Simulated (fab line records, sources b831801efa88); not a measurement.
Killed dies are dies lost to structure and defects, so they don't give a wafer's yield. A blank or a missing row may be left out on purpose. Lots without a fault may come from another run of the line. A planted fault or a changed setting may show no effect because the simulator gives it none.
fab line records | flow sky130
record lots=5 wafers=15 last_day=50
route steps=708 shown VIA2@527 METAL3@532 CAPM@537 PAD_OPEN@708
lots that met no fault: from a run of the same line without faults
start_h: hours from the record's first day to the start of the lot's first wafer shown | wait_h: hours since the lot's step before | " the same as in the row above | L1.1+2: a row that stands for several wafers | - no value, or no start given | * or withheld: withheld | < > ~ a bound
route shown NAME@n: a module of which the file shows steps, and the number in the route of the first | usual: mean/standard deviation of fault-free wafers | same: alike in all rows | chamber/n: place in a boat | sites: the reading at each site | _std_site: their standard deviation | _edge_site: outer sites' mean less inner sites' | radius_mm: how far each site lies from the wafer's centre | mask NAME#n: copy n | behind: the tool/chamber that last shaped the wafer | hold: why the lot was held/for how many hours/how that ended | device: the transistor (n, p or np) that didn't switch | end of line: the same wafers' tests at the end of the route | a step without rows: its recipe alone | killed: dies lost to structure and defects at the first sort, not the wafer's yield | map: a wafer's dies, x killed, . not, _ none there
set.NAME: the setting as run; set.NAME@STEP: as run at that earlier step | model.NAME: the simulator's own value behind a step, which no gauge read
lots at some steps of the route; a table a step, a row a wafer
services: from which hour (start_h, from the record's first day; less than 0 if before it) a tool's chamber was out of use, for how many hours, and why
## steps
# step SKY_VIA2_SPUTTER_20
# recipe material=TiN target_thk_nm=20 chamber_pressure_pa=5 power_w=4000 time_s=80
# usual throttle_valve_pct=29.7/0.7
# columns lot.wafer tool chamber start_h wait_h throttle_valve_pct
L326.3 pvd_sputter-01 - 851.49 0.0 29.4
L326.4 " - " " 29.5
L326.5 " - " " 29.6
L330.1 pvd_sputter-04 - 887.81 0.0 29.5
L330.2 " - " " 29.2
L330.3 " - " " 29.5
L333.1 pvd_sputter-04 - 901.99 0.0 29.0
L333.5 " - " " 29.5
L333.6 " - " " 28.9
L344.2 pvd_sputter-04 - 984.36 0.0 29.4
L344.3 " - " " 28.7
L344.4 " - " " 29.2
L345.1 pvd_sputter-01 - 992.24 0.0 29.6
L345.2 " - " " 29.5
L345.3 " - " " 29.2
# step SKY_VIA2_CVD_21
# recipe material=W target_thk_nm=420 time_s=126.4 temp_c=400 pressure_torr=40
# step SKY_VIA2_RS_MEAS_22
# recipe thk_meas_gauge=four-point-probe reads=W_of_VIA2_CVD_21+TiN_of_VIA2_SPUTTER_20
# usual VIA2_W_RS=0.2729/0.0028
# columns lot.wafer tool chamber start_h wait_h VIA2_W_RS[ohm/sq]
L326.3 film_metro-01 - 851.72 0.1 0.2717
L326.4 " - " " 0.2704
L326.5 " - " " 0.2723
L330.1 film_metro-02 - 888.00 0.1 0.2698
L330.2 " - " " 0.2676
L330.3 " - " " 0.2680
L333.1 film_metro-02 - 902.18 0.1 0.2733
L333.5 " - " " 0.2771
L333.6 " - " " 0.2716
L344.2 film_metro-04 - 984.57 0.1 0.2774
L344.3 " - " " 0.2711
L344.4 " - " " 0.2770
L345.1 film_metro-04 - 992.44 0.1 0.2717
L345.2 " - " " 0.2758
L345.3 " - " " 0.2763
# step SKY_VIA2_THK_MEAS_23
# recipe thk_meas_gauge=xrf reads=W_of_VIA2_CVD_21
# usual VIA2_W_THK=413/5.1
# columns lot.wafer tool chamber start_h wait_h VIA2_W_THK[nm]
L326.3 film_metro-01 - 851.82 0.1 416
L326.4 " - " " 420
L326.5 " - " " 416
L330.1 film_metro-02 - 888.12 0.1 420
L330.2 " - " " 420
L330.3 " - " " 423
L333.1 film_metro-02 - 902.30 0.1 414
L333.5 " - " " 411
L333.6 " - " " 417
L344.2 film_metro-04 - 984.68 0.1 406
L344.3 " - " " 415
L344.4 " - " " 408
L345.1 film_metro-04 - 992.56 0.1 415
L345.2 " - " " 410
L345.3 " - " " 408
# step SKY_VIA2_CMP_24
# recipe stop_on=SiO2 t_overpolish_s=20 down_force_psi=3.5 platen_rpm=60 target_thk_nm=0 pad_velocity_m_s=0.94248
# usual motor_current_A=11.5/1.1 overpolish_run_s=20.001/0.0092 time_to_endpoint_s=103/4.2
# columns lot.wafer tool chamber start_h wait_h motor_current_A overpolish_run_s time_to_endpoint_s
L326.4 cmp-01 2 851.96 0.1 11.0 20.014 105
L326.3 " 3 " " 11.4 20.004 115
L326.5 " 0 " " 11.6 19.998 109
L330.1 cmp-02 0 888.23 0.1 10.3 20.008 107
L330.2 " 1 " " 13.0 19.999 103
L330.3 " 2 " " 12.8 20.011 107
L333.1 cmp-02 2 902.36 0.1 12.5 20.009 105
L333.5 " 2 " " 12.0 20.009 104
L333.6 " 3 " " 12.3 19.994 106
L344.2 cmp-02 2 984.73 0.0 13.2 19.997 103
L344.3 " 3 " " 11.8 19.992 103
L344.4 " 1 " " 12.6 20.010 96
L345.2 cmp-01 1 992.67 0.1 10.0 20.005 102
L345.1 " 2 " " 11.2 20.007 100
L345.3 " 3 " " 11.3 20.005 105
# step SKY_METAL3_SPUTTER_00
# recipe material=Ti target_thk_nm=15 power_w=3000 time_s=10 chamber_pressure_pa=0.4
# step SKY_METAL3_SPUTTER_01
# recipe material=TiN target_thk_nm=20 power_w=6500 time_s=16.7 chamber_pressure_pa=0.4
# step SKY_METAL3_SPUTTER_02
# recipe material=AlCu target_thk_nm=735 power_w=10600 time_s=39.1 chamber_pressure_pa=0.4
# step SKY_METAL3_SPUTTER_03
# recipe material=Ti target_thk_nm=5 power_w=3000 time_s=3.3 chamber_pressure_pa=0.4
# step SKY_METAL3_SPUTTER_04
# recipe material=TiN target_thk_nm=70 power_w=6500 time_s=58.3 chamber_pressure_pa=0.4
# step SKY_CAPM_CVD_00
# recipe material=SiO2 target_thk_nm=15.5 temp_c=400 time_s=withheld rf_w=450
# usual heater_power_w=711/82
# columns lot.wafer tool chamber start_h wait_h heater_power_w
L326.3 pecvd-04 1 852.31 0.0 613
L326.4 " 0 " " 736
L326.5 " 2 " " 791
L330.1 pecvd-04 2 888.64 0.0 703
L330.2 " 1 " " 751
L330.3 " 0 " " 671
L333.1 pecvd-04 0 902.82 0.0 730
L333.5 " 0 " " 718
L333.6 " 2 " " 737
L344.2 pecvd-04 0 985.18 0.0 737
L344.3 " 2 " " 792
L344.4 " 1 " " 673
L345.1 pecvd-03 0 993.07 0.0 703
L345.2 " 1 " " 746
L345.3 " 2 " " 910
# step SKY_CAPM_THK_MEAS_01
# recipe reads=SiO2_of_CAPM_CVD_00
# usual CAPM_CVD_00_THK=15.51/0.27
# columns lot.wafer tool chamber start_h wait_h CAPM_CVD_00_THK[nm]
L326.3 film_metro-03 - 852.36 - 15.26
L326.4 " - " " 15.76
L326.5 " - " " 15.02
L330.1 film_metro-01 - 888.66 - 15.49
L330.2 " - " " 15.26
L330.3 " - " " 15.81
L333.1 film_metro-01 - 902.84 - 15.80
L333.5 " - " " 15.88
L333.6 " - " " 15.55
L344.2 film_metro-01 - 985.21 - 15.49
L344.3 " - " " 15.27
L344.4 " - " " 15.92
L345.1 film_metro-01 - 993.09 - 15.62
L345.2 " - " " 15.51
L345.3 " - " " 15.42
# step SKY_CAPM_SPUTTER_02
# recipe material=TiN target_thk_nm=200 temp_c=300 power_w=6500 time_s=166.7 chamber_pressure_pa=0.4
# usual throttle_valve_pct=29.4/0.64
# columns lot.wafer tool chamber start_h wait_h throttle_valve_pct model.TiN_of_CAPM_SPUTTER_02.thk_nm
L326.3 pvd_sputter-04 - 852.40 0.0 29.2 197.5
L326.4 " - " " 28.8 197.6
L326.5 " - " " 29.7 200.6
L330.1 pvd_sputter-04 - 888.72 0.1 29.6 201.9
L330.2 " - " " 28.4 200.1
L330.3 " - " " 29.0 198.6
L333.1 pvd_sputter-04 - 902.90 0.1 28.6 198.7
L333.5 " - " " 29.7 201.8
L333.6 " - " " 28.4 199.2
L344.2 pvd_sputter-04 - 985.26 0.0 29.3 206
L344.3 " - " " 28.7 204.9
L344.4 " - " " 28.9 206.3
L345.1 pvd_sputter-01 - 993.15 0.1 29.6 203.5
L345.2 " - " " 31.0 201.2
L345.3 " - " " 29.6 202.3
# step SKY_CAPM_RS_MEAS_03
# recipe thk_meas_gauge=four-point-probe reads=TiN_of_CAPM_SPUTTER_02
# usual CAPM_TIN_RS=6.92/0.075
# columns lot.wafer tool chamber start_h wait_h CAPM_TIN_RS[ohm/sq]
L326.3 film_metro-03 - 852.55 0.1 6.97
L326.4 " - " " 6.99
L326.5 " - " " 6.87
L330.1 film_metro-01 - 888.83 0.1 6.85
L330.2 " - " " 6.91
L330.3 " - " " 6.97
L333.1 film_metro-03 - 903.01 0.1 6.94
L333.5 " - " " 6.85
L333.6 " - " " 6.92
L344.2 film_metro-03 - 985.39 0.1 6.70
L344.3 " - " " 6.74
L344.4 " - " " 6.68
L345.1 film_metro-01 - 993.26 0.1 6.78
L345.2 " - " " 6.87
L345.3 " - " " 6.83
# step SKY_CAPM_THK_MEAS_04
# recipe thk_meas_gauge=xrf reads=TiN_of_CAPM_SPUTTER_02
# usual CAPM_TIN_THK=197.1/2.3
# columns lot.wafer tool chamber start_h wait_h CAPM_TIN_THK[nm]
L326.3 film_metro-03 - 852.65 0.1 195.6
L326.4 " - " " 196.3
L326.5 " - " " 198.2
L330.1 film_metro-01 - 888.95 0.1 197.9
L330.2 " - " " 196.2
L330.3 " - " " 195.6
L333.1 film_metro-03 - 903.13 0.1 197.1
L333.5 " - " " 199.6
L333.6 " - " " 197.0
L344.2 film_metro-03 - 985.50 0.1 203.3
L344.3 " - " " 202.6
L344.4 " - " " 204.0
L345.1 film_metro-01 - 993.38 0.1 201.9
L345.2 " - " " 199.8
L345.3 " - " " 200.6
# step SKY_CAPM_DEHYDRATE_05
# recipe temp_c=200 time_s=60
# step SKY_CAPM_HMDS_06
# recipe prime_time_s=60 prime_temp_c=120
# step SKY_CAPM_COAT_07
# recipe resist=NOVOLAK spin_rpm=3000 resist_thk_nm=1140
# step SKY_CAPM_SOFTBAKE_08
# recipe temp_c=90 time_s=60 resist=NOVOLAK
# step SKY_CAPM_EXPOSE_09
# recipe mask_id=CAPM na=0.6 source_shape=conventional sigma_outer=0.6 polarization=unpolarized target_cd_nm=1000 dose_mj=159
# step SKY_CAPM_PEB_10
# recipe temp_c=withheld time_s=* resist=NOVOLAK
# step SKY_CAPM_DEVELOP_11
# recipe resist=NOVOLAK developer=TMAH develop_time_s=60 dev_temp_c=23
# step SKY_CAPM_OVL_MEAS_12
# usual CAPM_OVL=0.3/2.1
# columns lot.wafer tool chamber start_h wait_h CAPM_OVL[nm]
L326.3 overlay-01 - 877.53 0.1 2.4
L326.4 " - " " 3.3
L326.5 " - " " 1.5
L330.1 overlay-02 - 913.97 0.1 0.7
L330.2 " - " " 1.4
L330.3 " - " " -0.6
L333.1 overlay-02 - 927.34 0.1 -0.7
L333.5 " - " " -0.5
L333.6 " - " " -1.5
L344.2 overlay-02 - 1009.17 0.1 -1.3
L344.3 " - " " -2.3
L344.4 " - " " -0.6
L345.1 overlay-02 - 1016.89 0.1 -0.7
L345.2 " - " " -1.7
L345.3 " - " " -0.5
# step SKY_CAPM_METAL_ETCH_13
# recipe target_depth_nm=220 stop_on=SiO2 chemistry=Cl2/BCl3 target=TiN pressure_mtorr=10 icp_w=929.1 bias_w=48.5 Cl2_flow_sccm=60 bcl3_flow_sccm=30 time_s=62.9
# usual drypump_motor_current_A=5.35/0.23 he_backside_leak_sccm=3.35/0.24 oes_product_au=0.940/0.008 throttle_valve_pct=21.902/0.0094
# columns lot.wafer tool chamber start_h wait_h drypump_motor_current_A he_backside_leak_sccm oes_product_au rf_hours_counter_h throttle_valve_pct model.etch.depth_nm model.CAPM.feature_depth_nm
L326.3 rie_metal-03 1 877.60 0.1 5.66 3.12 0.944 - 21.896 197.5 198.1
L326.4 " 1 " " 5.68 3.12 0.930 - 21.901 197.6 198.2
L326.5 " 1 " " 5.65 3.04 0.947 - 21.897 200.6 201.2
L330.1 rie_metal-01 0 914.00 0.0 5.21 3.37 0.952 16 21.896 201.9 202.4
L330.2 " 1 " " 5.08 3.13 0.938 8 21.902 200.1 200.7
L330.3 " 0 " " 5.19 3.35 0.930 - 21.919 198.6 199.1
L333.1 rie_metal-03 1 927.37 0.0 5.67 3.08 0.939 9 21.922 198.7 199.3
L333.5 " 0 " " 5.22 3.31 0.946 - 21.890 201.8 202.4
L333.6 " 1 " " 5.68 2.99 0.939 - 21.906 199.2 199.8
L344.2 rie_metal-03 1 1009.20 0.0 5.69 3.07 0.973 14 21.895 206 206.6
L344.3 " 1 " " 5.68 2.97 0.955 - 21.907 204.9 205.5
L344.4 " 0 " " 5.22 3.48 0.962 - 21.889 206.3 206.9
L345.1 rie_metal-04 1 1016.92 0.0 5.63 3.73 0.956 18 21.909 203.5 204.1
L345.2 " 0 " " 5.41 3.79 0.940 16 21.902 201.2 201.8
L345.3 " 1 " " 5.64 3.52 0.954 - 21.901 202.3 202.9
# step SKY_CAPM_STRIP_14
# recipe chemistry=O2/N2 power_w=1400 pressure_mtorr=1500 platen_temp_c=withheld o2_flow_sccm=3000 n2_flow_sccm=300 overash_fraction=0.5
# usual drypump_motor_current_A=5.5/0.31 o2_flow_sccm=3001/10 oes_product_au=0.710/0.0047 strip_time_to_endpoint_s=12.58/0.051
# columns lot.wafer tool chamber start_h wait_h drypump_motor_current_A o2_flow_sccm oes_product_au rf_hours_counter_h strip_time_to_endpoint_s
L326.3 plasma_asher-04 0 877.74 0.1 5.1 2995 0.709 - 12.57
L326.4 " 1 " " 5.6 2997 0.711 - 12.56
L326.5 " 1 " " 5.6 3008 0.704 - 12.54
L330.1 plasma_asher-03 1 914.08 0.1 6.1 2999 0.700 79 12.63
L330.2 " 0 " " 5.7 2998 0.713 79 12.56
L330.3 " 1 " " 6.1 2999 0.711 - 12.68
L333.1 plasma_asher-01 1 927.45 0.1 5.2 3009 0.716 48 12.59
L333.5 " 0 " " 5.6 3011 0.714 - 12.68
L333.6 " 1 " " 5.2 3008 0.714 - 12.70
L344.2 plasma_asher-01 0 1009.28 0.1 5.6 3006 0.703 55 12.60
L344.3 " 0 " " 5.6 3013 0.712 - 12.59
L344.4 " 1 " " 5.2 3009 0.712 - 12.62
L345.1 plasma_asher-04 0 1017.00 0.1 5.1 2994 0.710 123 12.66
L345.2 " 1 " " 5.7 2999 0.715 123 12.66
L345.3 " 0 " " 5.1 2986 0.722 - 12.61
# step SKY_CAPM_STRIP_15
# recipe chemistry=post_etch_residue_remover time_s=1200 temp_c=72.5
# step SKY_CAPM_CLEAN_16
# recipe chemistry=IPA time_s=180 temp_c=25
# step SKY_CAPM_CLEAN_17
# recipe chemistry=O3/DIW dry=n2_spin
# step SKY_METAL3_DEHYDRATE_05
# recipe temp_c=200 time_s=60
# step SKY_METAL3_HMDS_06
# recipe prime_time_s=60 prime_temp_c=120
# step SKY_METAL3_COAT_07
# recipe resist=BARC temp_c=withheld time_s=withheld spin_rpm=3000 resist_thk_nm=60
# step SKY_METAL3_COAT_08
# recipe resist=KrF-thick spin_rpm=3000 resist_thk_nm=1130
# step SKY_METAL3_SOFTBAKE_09
# recipe temp_c=100 time_s=90 resist=KrF-thick
# step SKY_METAL3_EXPOSE_10
# recipe mask_id=MM3 na=0.68 source_shape=annular sigma_inner=0.4 sigma_outer=0.8 target_cd_nm=300 dose_mj=28
# step SKY_METAL3_PEB_11
# recipe peb_temp_c=withheld peb_time_s=withheld resist=KrF-thick
# step SKY_METAL3_DEVELOP_12
# recipe develop_time_s=60 resist=KrF-thick dev_temp_c=21
# step SKY_METAL3_CD_MEAS_13
# recipe target_cd_nm=300
# usual cd_nm=300.2/1.1
# columns lot.wafer tool chamber start_h wait_h cd_nm
L326.3 cd_sem-01 - 903.92 - 298.9
L326.4 " - " " 300.3
L326.5 " - " " 300.5
L330.1 cd_sem-02 - 939.37 - 301.3
L330.2 " - " " 300.0
L330.3 " - " " 301.7
L333.1 cd_sem-02 - 952.73 - 299.3
L333.5 " - " " 299.6
L333.6 " - " " 301.9
L344.2 cd_sem-02 - 1032.10 - 299.4
L344.3 " - " " 298.9
L344.4 " - " " 299.4
L345.1 cd_sem-02 - 1039.78 - 299.8
L345.2 " - " " 300.9
L345.3 " - " " 300.0
# step SKY_METAL3_OVL_MEAS_14
# usual METAL3_OVL=3/5.2
# columns lot.wafer tool chamber start_h wait_h METAL3_OVL[nm]
L326.3 overlay-02 - 904.01 0.1 2
L326.4 " - " " 11
L326.5 " - " " 4
L330.1 overlay-02 - 939.49 0.1 6
L330.2 " - " " 0
L330.3 " - " " 9
L333.1 overlay-02 - 952.85 0.1 1
L333.5 " - " " -5
L333.6 " - " " -6
L344.2 overlay-02 - 1032.21 0.1 6
L344.3 " - " " 5
L344.4 " - " " 7
L345.1 overlay-02 - 1039.90 0.1 -3
L345.2 " - " " 4
L345.3 " - " " 3
# step SKY_METAL3_DESCUM_15
# recipe chemistry=O2 source_power_w=150 bias_power_w=0 pressure_mtorr=10 temp_c=40 time_s=8
# step SKY_METAL3_ETCH_16
# recipe chemistry=N2/H2 target=BARC ion_energy_ev=200 bias_w=100 pressure_mtorr=30 n2_flow_sccm=100 h2_flow_sccm=200 icp_w=500 stop_on=SiO2 time_s=88.2 target_depth_a=600
# usual drypump_motor_current_A=5.5/0.39 he_backside_leak_sccm=3.4/0.34 oes_product_au=0.625/0.0041 throttle_valve_pct=13.204/0.0099
# columns lot.wafer tool chamber start_h wait_h drypump_motor_current_A he_backside_leak_sccm oes_product_au rf_hours_counter_h throttle_valve_pct
L326.3 rie_metal-02 0 904.10 0.0 6.2 3.3 0.625 - 13.207
L326.4 " 1 " " 5.3 3.4 0.625 - 13.205
L326.5 " 0 " " 6.2 3.2 0.630 - 13.209
L330.1 rie_metal-02 0 939.56 0.0 6.2 3.2 0.630 11 13.213
L330.2 " 1 " " 5.3 3.4 0.630 9 13.213
L330.3 " 0 " " 6.2 3.1 0.626 - 13.205
L333.1 rie_metal-01 1 952.95 0.1 5.1 3.3 0.626 11 13.217
L333.5 " 1 " " 5.1 3.3 0.629 - 13.204
L333.6 " 1 " " 5.1 3.5 0.625 - 13.210
L344.2 rie_metal-03 1 1032.27 0.0 5.7 3.3 0.621 15 13.205
L344.3 " 1 " " 5.7 3.1 0.623 - 13.222
L344.4 " 0 " " 5.2 3.4 0.633 - 13.182
L345.1 rie_metal-02 1 1039.97 0.0 5.3 3.2 0.629 14 13.217
L345.2 " 0 " " 6.2 3.3 0.627 17 13.216
L345.3 " 1 " " 5.3 3.5 0.627 - 13.195
# step SKY_METAL3_ETCH_17
# recipe target=SiO2 stop_on=TiN chemistry=C4F8/O2/Ar source_w=1500 bias_w=1200 pressure_mtorr=40 c4f8_flow_sccm=withheld O2_flow_sccm=6 Ar_flow_sccm=300 time_s=3.9 target_depth_a=150
# step SKY_METAL3_METAL_ETCH_18
# recipe target_depth_a=8450 stop_on=SiO2 over_etch_frac=0.3 time_s=183.1 chemistry=Cl2/BCl3 resist_sidewall_deg=88 pressure_mtorr=10 icp_w=900 bias_w=48.5 Cl2_flow_sccm=60 bcl3_flow_sccm=30
# step SKY_METAL3_STRIP_20
# recipe chemistry=post_etch_residue_remover time_s=1200 temp_c=72.5
# columns lot.wafer tool chamber start_h wait_h model.TiN_of_CAPM_SPUTTER_02.thk_nm
L326.3 wet_bench-02 1 904.46 0.0 196.7
L326.4 " 1 " " 196.8
L326.5 " 1 " " 199.8
L330.1 wet_bench-03 2 940.13 0.1 201
L330.2 " 2 " " 199.3
L330.3 " 2 " " 197.7
L333.1 wet_bench-03 0 953.44 0.1 197.9
L333.5 " 0 " " 201
L333.6 " 0 " " 198.4
L344.2 wet_bench-03 2 1032.67 0.1 205.2
L344.3 " 2 " " 204.1
L344.4 " 2 " " 205.5
L345.1 wet_bench-01 3 1040.36 0.1 202.7
L345.2 " 3 " " 200.4
L345.3 " 3 " " 201.5
# step SKY_PAD_OPEN_PROBE_99
# usual defect_limited_yield=82.3/2.1 killed_at_M0_to_M3=44/7.3 killed_at_M4_up=3.3/1.8 killed_at_contacts=24/5.3 killed_at_front_end=16/5 killed_at_other=0.2/0.51 killed_dies=87/10 killed_open=47/7.5 killed_short=40/6.3 sort_bin_3_pad_short=0.9/0.41 sort_bin_5_function=10.5/1.6 sort_bin_6_memory=6.3/1.2 sort_n_pass=405/10 sort_yield_pct=82.3/2.1
# same gross_dies=492 killed_at_back_side=0 sort_bin_4_leakage[%]=0 sort_bin_8_speed[%]=0
# columns lot.wafer tool chamber start_h wait_h defect_limited_yield[%] killed_at_M0_to_M3 killed_at_M4_up killed_at_contacts killed_at_front_end killed_at_other killed_dies killed_open killed_short sort_bin_3_pad_short[%] sort_bin_5_function[%] sort_bin_6_memory[%] sort_n_pass sort_yield_pct[%] model.etest.cap_mim.plate_ohm_sq
L326.3 prober-02 - 1080.27 0.2 84.1 38 3 23 14 0 78 36 42 0.8 9.1 5.9 414 84.1 6.051
L326.4 prober-02 - 1080.32 0.2 82.5 47 2 18 19 0 86 46 40 1.6 10.0 5.9 406 82.5 6.03
L326.5 prober-02 - 1080.37 0.2 81.7 42 4 26 18 0 90 39 51 1.0 10.6 6.7 402 81.7 5.979
L330.1 prober-02 - 1112.15 0.1 81.5 45 3 21 22 0 91 44 47 1.6 11.4 5.5 401 81.5 5.972
L330.2 prober-02 - 1112.20 0.1 81.1 57 3 26 7 0 93 58 35 0.8 11.4 6.7 399 81.1 5.967
L330.3 prober-02 - 1112.25 0.2 82.7 48 0 22 14 1 85 43 42 1.4 10.8 5.1 407 82.7 6.056
L333.1 prober-02 - 1120.40 0.1 84.8 28 2 24 20 1 75 39 36 0.8 10.2 4.3 417 84.8 6.051
L333.5 prober-02 - 1120.60 0.2 82.5 31 1 28 25 1 86 45 41 1.2 10.6 5.7 406 82.5 6.004
L333.6 prober-02 - 1120.65 0.2 80.5 34 5 28 29 0 96 57 39 0.8 11.0 7.7 396 80.5 6.019
L344.2 prober-02 - 1182.31 0.1 83.3 40 2 29 11 0 82 46 36 0.6 10.8 5.3 410 83.3 5.821
L344.3 prober-02 - 1182.36 0.2 82.9 45 3 20 16 0 84 48 36 0.8 8.9 7.3 408 82.9 5.801
L344.4 prober-02 - 1182.41 0.2 82.9 35 9 27 13 0 84 44 40 1.2 9.1 6.7 408 82.9 5.771
L345.1 prober-01 - 1189.78 0.1 80.7 44 4 35 12 0 95 51 44 0.2 12.4 6.7 397 80.7 5.937
L345.2 prober-01 - 1189.83 0.1 77.6 51 6 29 24 0 110 62 48 0.2 14.6 7.5 382 77.6 5.953
L345.3 prober-01 - 1189.88 0.2 82.1 40 5 24 19 0 88 33 55 1.8 9.3 6.7 404 82.1 5.897
# killed by level:class
L326.3 LI_CONTACT:geometric_particle:open=8 FIELD_ISO:geometric_particle:short=7 CONTACT:geometric_particle:short=6 VIA1:geometric_particle:short=6 VIA1:geometric_particle:open=6 VIA2:geometric_particle:short=6 METAL2:geometric_particle:short=5 CONTACT:geometric_particle:open=4
L326.4 CONTACT:geometric_particle:open=10 VIA1:geometric_particle:open=9 METAL1:geometric_particle:short=8 VIA3:geometric_particle:short=7 VIA3:geometric_particle:open=6 METAL2:geometric_particle:short=5 FIELD_ISO:geometric_particle:open=4 VIA2:geometric_particle:open=4
L326.5 FIELD_ISO:geometric_particle:short=10 VIA2:geometric_particle:open=8 CONTACT:geometric_particle:short=8 VIA3:geometric_particle:open=8 CONTACT:geometric_particle:open=7 VIA1:geometric_particle:open=6 FIELD_ISO:geometric_particle:open=5 LI_CONTACT:geometric_particle:short=5
L330.1 VIA1:geometric_particle:open=12 CONTACT:geometric_particle:open=8 VIA1:geometric_particle:short=7 METAL2:geometric_particle:short=6 FIELD_ISO:geometric_particle:short=5 POLY_GATE:geometric_particle:open=5 CONTACT:geometric_particle:short=5 SPACER:geometric_particle:short=4
L330.2 VIA1:geometric_particle:open=16 VIA2:geometric_particle:open=8 VIA3:geometric_particle:open=7 CONTACT:geometric_particle:open=7 LI_CONTACT:geometric_particle:open=6 LOCAL_INTERCONNECT:geometric_particle:short=5 METAL1:geometric_particle:short=5 CONTACT:geometric_particle:short=4
L330.3 VIA1:geometric_particle:open=14 LI_CONTACT:geometric_particle:open=9 VIA3:geometric_particle:open=8 METAL1:geometric_particle:short=7 LI_CONTACT:geometric_particle:short=4 CONTACT:geometric_particle:open=4 METAL3:geometric_particle:short=4 VIA3:geometric_particle:short=4
L333.1 CONTACT:geometric_particle:open=9 FIELD_ISO:geometric_particle:short=8 VIA1:geometric_particle:open=8 LI_CONTACT:geometric_particle:open=6 VIA1:geometric_particle:short=5 FIELD_ISO:geometric_particle:open=4 LOCAL_INTERCONNECT:geometric_particle:short=4 VIA2:geometric_particle:open=4
L333.5 CONTACT:geometric_particle:open=10 FIELD_ISO:geometric_particle:short=7 LOCAL_INTERCONNECT:geometric_particle:short=7 VIA2:geometric_particle:open=7 VIA1:geometric_particle:open=6 FIELD_ISO:geometric_particle:open=5 METAL2:geometric_particle:short=5 VIA3:geometric_particle:open=5
L333.6 CONTACT:geometric_particle:open=15 VIA1:geometric_particle:open=11 FIELD_ISO:geometric_particle:open=9 FIELD_ISO:geometric_particle:short=8 POLY_GATE:geometric_particle:short=5 VIA3:geometric_particle:open=5 LI_CONTACT:geometric_particle:open=4 VIA1:geometric_particle:short=4
L344.2 VIA1:geometric_particle:open=11 LI_CONTACT:geometric_particle:open=9 CONTACT:geometric_particle:open=9 CONTACT:geometric_particle:short=7 VIA3:geometric_particle:short=6 FIELD_ISO:geometric_particle:short=4 FIELD_ISO:geometric_particle:open=4 VIA2:geometric_particle:short=4
L344.3 VIA2:geometric_particle:open=12 METAL1:geometric_particle:short=8 LOCAL_INTERCONNECT:geometric_particle:short=7 VIA1:geometric_particle:open=7 FIELD_ISO:geometric_particle:open=6 CONTACT:geometric_particle:open=6 LI_CONTACT:geometric_particle:open=5 METAL2:geometric_particle:short=4
L344.4 CONTACT:geometric_particle:open=12 VIA1:geometric_particle:open=8 VIA3:geometric_particle:open=6 LI_CONTACT:geometric_particle:short=6 LI_CONTACT:geometric_particle:open=5 VIA2:geometric_particle:open=5 METAL4:geometric_particle:short=5 FIELD_ISO:geometric_particle:short=4
L345.1 CONTACT:geometric_particle:open=13 LI_CONTACT:geometric_particle:open=11 VIA1:geometric_particle:open=9 METAL1:geometric_particle:short=8 VIA2:geometric_particle:open=8 METAL2:geometric_particle:short=5 FIELD_ISO:geometric_particle:short=4 CONTACT:geometric_particle:short=4
L345.2 VIA2:geometric_particle:open=14 VIA1:geometric_particle:open=11 FIELD_ISO:geometric_particle:short=10 CONTACT:geometric_particle:open=9 LI_CONTACT:geometric_particle:open=9 LOCAL_INTERCONNECT:geometric_particle:short=8 VIA3:geometric_particle:open=7 METAL2:geometric_particle:short=6
L345.3 METAL1:geometric_particle:short=9 CONTACT:geometric_particle:short=7 POLY_GATE:geometric_particle:short=6 LI_CONTACT:geometric_particle:open=6 METAL2:geometric_particle:short=6 FIELD_ISO:geometric_particle:open=5 FIELD_ISO:geometric_particle:short=5 VIA3:geometric_particle:open=5
## services
# columns tool chamber start_h hours kind
cmp-02 - 832.83 4.5 repair
plasma_asher-01 - 833.13 7.7 pm
rie_metal-03 - 833.68 0.9 repair
pecvd-04 2 836.66 10.8 repair
cmp-02 - 837.77 9.1 pm
rie_metal-03 - 838.77 28.1 pm
plasma_asher-01 - 853.40 6.8 repair
cmp-01 - 857.19 9.5 pm
rie_metal-03 0 874.67 4.1 repair
plasma_asher-01 - 880.03 0.5 repair
rie_metal-03 1 882.64 4.7 repair
rie_metal-03 - 888.46 4.3 repair
cmp-01 - 914.30 7.6 pm
cmp-01 - 921.89 4.0 pm
cmp-02 - 931.82 4.7 repair
plasma_asher-01 - 934.33 1.2 repair
plasma_asher-01 - 935.68 1.6 repair
cmp-01 - 966.87 11.3 pm
cmp-01 - 978.19 5.4 repair
cmp-01 - 980.45 3.6 repair
plasma_asher-01 - 993.15 2.8 pm
pvd_sputter-01 - 996.94 1.3 repair
rie_metal-01 - 997.10 0.6 repair
cmp-01 - 1008.35 5.3 pm
## key
first_sign step=SKY_CAPM_RS_MEAS_03 reading=CAPM_TIN_RS direction=down sigmas=2.8 usual=6.92 struck=6.71
effect step=SKY_CAPM_THK_MEAS_04 reading=CAPM_TIN_THK direction=up sigmas=2.7 usual=197.1 struck=203.3
effect step=SKY_CAPM_METAL_ETCH_13 reading=oes_product_au direction=up sigmas=2.8 usual=0.940 struck=0.963
model_effect step=SKY_CAPM_SPUTTER_02 value=TiN_of_CAPM_SPUTTER_02.thk_nm without=198.9 struck=205.7
model_effect step=SKY_CAPM_METAL_ETCH_13 value=etch.depth_nm without=198.9 struck=205.7
model_effect step=SKY_METAL3_STRIP_20 value=TiN_of_CAPM_SPUTTER_02.thk_nm without=198.1 struck=204.9
model_effect step=SKY_PAD_OPEN_PROBE_99 value=etest.cap_mim.plate_ohm_sq without=5.996 struck=5.798
met_at SKY_CAPM_SPUTTER_02
struck_wafers L344.2,L344.3,L344.4
onset_between 902.90 985.26
also_fits SKY_VIA2_SPUTTER_20:pvd_sputter-04,SKY_VIA2_CMP_24:cmp-02,SKY_CAPM_CVD_00:pecvd-04
fault kind=process_parameter_drift tool=pvd_sputter-04 chamber=- onset_h=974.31 steps=SKY_CAPM_SPUTTER_02 channel=time_s offset=* shape=step end_h=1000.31 acts_in=* stated=*
